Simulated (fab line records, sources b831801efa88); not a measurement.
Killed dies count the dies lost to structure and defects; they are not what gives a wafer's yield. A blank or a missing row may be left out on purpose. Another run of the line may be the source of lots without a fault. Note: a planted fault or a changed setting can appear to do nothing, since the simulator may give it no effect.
Matching of chambers || flow sky130 || SKY_SPACER_ETCHBACK_02 on rie-diel-01: 4 sister chambers
The step etches Si3N4 in CH3F/O2, stops on SiO2, time 46.7 s, target depth 45 nm. 4 wafers are shown with their chamber, then 7 later ones without.

WAFERS WITH THEIR CHAMBER
{"wafer": "L279.2", "chamber": 3, "drypump-motor-current-A (A)": 5.92}
{"wafer": "L279.4", "chamber": 0, "drypump-motor-current-A (A)": 6.24}
{"wafer": "L279.5", "chamber": 1, "drypump-motor-current-A (A)": 5.62}
{"wafer": "L282.4", "chamber": 2, "drypump-motor-current-A (A)": 5.71}

WAFERS WITHOUT THEIR CHAMBER
{"wafer": "L282.6", "drypump-motor-current-A (A)": 5.59}
{"wafer": "L295.3", "drypump-motor-current-A (A)": 6.21}
{"wafer": "L295.5", "drypump-motor-current-A (A)": 5.59}
{"wafer": "L295.6", "drypump-motor-current-A (A)": 5.70}
{"wafer": "L296.2", "drypump-motor-current-A (A)": 6.19}
{"wafer": "L296.4", "drypump-motor-current-A (A)": 5.70}
{"wafer": "L296.6", "drypump-motor-current-A (A)": 5.59}

WHICH CHAMBER EACH ONE RAN IN
{"wafer": "L282.6", "from the rows above": 1, "in truth": 1}
{"wafer": "L295.3", "from the rows above": 0, "in truth": 0}
{"wafer": "L295.5", "from the rows above": 1, "in truth": 1}
{"wafer": "L295.6", "from the rows above": 2, "in truth": 2}
{"wafer": "L296.2", "from the rows above": 0, "in truth": 0}
{"wafer": "L296.4", "from the rows above": 2, "in truth": 2}
{"wafer": "L296.6", "from the rows above": 1, "in truth": 1}
Placed correctly: 7 of 7. From these rows, 0 cannot be placed. Placed wrongly: 0.
How it was worked out, from the rows above alone: a wafer's distance from a chamber is the root of the sum, over the readings, of the square of ((its reading less the chamber's mean) divided by the reading's scatter). The wafer belongs to the nearest chamber; if the next one is less than 2 further off, it can't be placed. Each chamber's mean is taken over the wafers shown for it. The scatter (one wafer shown for each chamber): square how far every hidden wafer sits from the nearest shown wafer, average those squares and take the square root.
